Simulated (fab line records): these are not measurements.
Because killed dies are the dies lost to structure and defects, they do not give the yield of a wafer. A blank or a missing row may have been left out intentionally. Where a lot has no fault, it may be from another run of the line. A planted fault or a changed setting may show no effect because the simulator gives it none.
Chamber matching :: flow gf180mcu :: GF_V5_CMP_04 on cmp-02 has 4 sister chambers
The step polishes SiO2. 8 wafers are shown with their chamber, then 12 later ones without.

## EACH WAFER AND ITS CHAMBER
wafer: L084.4
chamber: 1
motor-current-A (A): 11.3
retaining-ring-pressure-frac: 1.004

wafer: L088.1
chamber: 3
motor-current-A (A): 10.4
retaining-ring-pressure-frac: 1.002

wafer: L088.4
chamber: 1
motor-current-A (A): 11.6
retaining-ring-pressure-frac: 1.001

wafer: L089.2
chamber: 3
motor-current-A (A): 10.2
retaining-ring-pressure-frac: 1.015

wafer: L089.4
chamber: 2
motor-current-A (A): 11.6
retaining-ring-pressure-frac: 1.003

wafer: L093.2
chamber: 0
motor-current-A (A): 10.7
retaining-ring-pressure-frac: 1.003

wafer: L093.4
chamber: 2
motor-current-A (A): 11.4
retaining-ring-pressure-frac: 1.006

wafer: L093.5
chamber: 0
motor-current-A (A): 10.5
retaining-ring-pressure-frac: 0.994

## WAFERS WITH NO CHAMBER GIVEN
wafer: L095.2
motor-current-A (A): 10.9
retaining-ring-pressure-frac: 1.001

wafer: L095.4
motor-current-A (A): 11.1
retaining-ring-pressure-frac: 0.996

wafer: L095.6
motor-current-A (A): 10.5
retaining-ring-pressure-frac: 1.006

wafer: L094.1
motor-current-A (A): 10.1
retaining-ring-pressure-frac: 0.998

wafer: L094.2
motor-current-A (A): 11.6
retaining-ring-pressure-frac: 0.999

wafer: L094.3
motor-current-A (A): 11.2
retaining-ring-pressure-frac: 0.993

wafer: L096.2
motor-current-A (A): 10.9
retaining-ring-pressure-frac: 0.999

wafer: L096.3
motor-current-A (A): 9.9
retaining-ring-pressure-frac: 1.007

wafer: L096.5
motor-current-A (A): 11.2
retaining-ring-pressure-frac: 0.998

wafer: L097.1
motor-current-A (A): 11.6
retaining-ring-pressure-frac: 0.998

wafer: L097.3
motor-current-A (A): 10.7
retaining-ring-pressure-frac: 0.999

wafer: L097.5
motor-current-A (A): 10.6
retaining-ring-pressure-frac: 1.006

## EACH ONE'S CHAMBER
wafer: L095.2
from the rows above: can't be placed: 0 or 1 or 2
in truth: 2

wafer: L095.4
from the rows above: can't be placed: 1 or 2 or 0
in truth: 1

wafer: L095.6
from the rows above: can't be placed: 3 or 0
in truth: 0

wafer: L094.1
from the rows above: can't be placed: 3 or 0
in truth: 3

wafer: L094.2
from the rows above: can't be placed: 1 or 2
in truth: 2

wafer: L094.3
from the rows above: can't be placed: 1 or 2 or 0
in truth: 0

wafer: L096.2
from the rows above: can't be placed: 0 or 1 or 2
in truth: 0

wafer: L096.3
from the rows above: 3
in truth: 3

wafer: L096.5
from the rows above: can't be placed: 1 or 2 or 0
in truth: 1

wafer: L097.1
from the rows above: can't be placed: 1 or 2
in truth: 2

wafer: L097.3
from the rows above: 0
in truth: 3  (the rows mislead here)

wafer: L097.5
from the rows above: can't be placed: 0 or 3
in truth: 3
Correctly placed: 1 of 12. Cannot be placed on the basis of these rows: 10; the candidates contain the true chamber in 10. 1 placed wrongly.
How it was worked out, from the rows above alone: a wafer's distance from a chamber is the root of the sum, over the readings, of the square of ((its reading less the chamber's mean) divided by the reading's scatter). The wafer belongs to the nearest chamber; if the next one is less than 2 further off, it can't be placed. A chamber's mean is the mean of its shown wafers. The scatter is the square root of a quotient: the sum, over the shown wafers, of each reading's squared deviation from its chamber's mean, divided by wafers minus chambers.
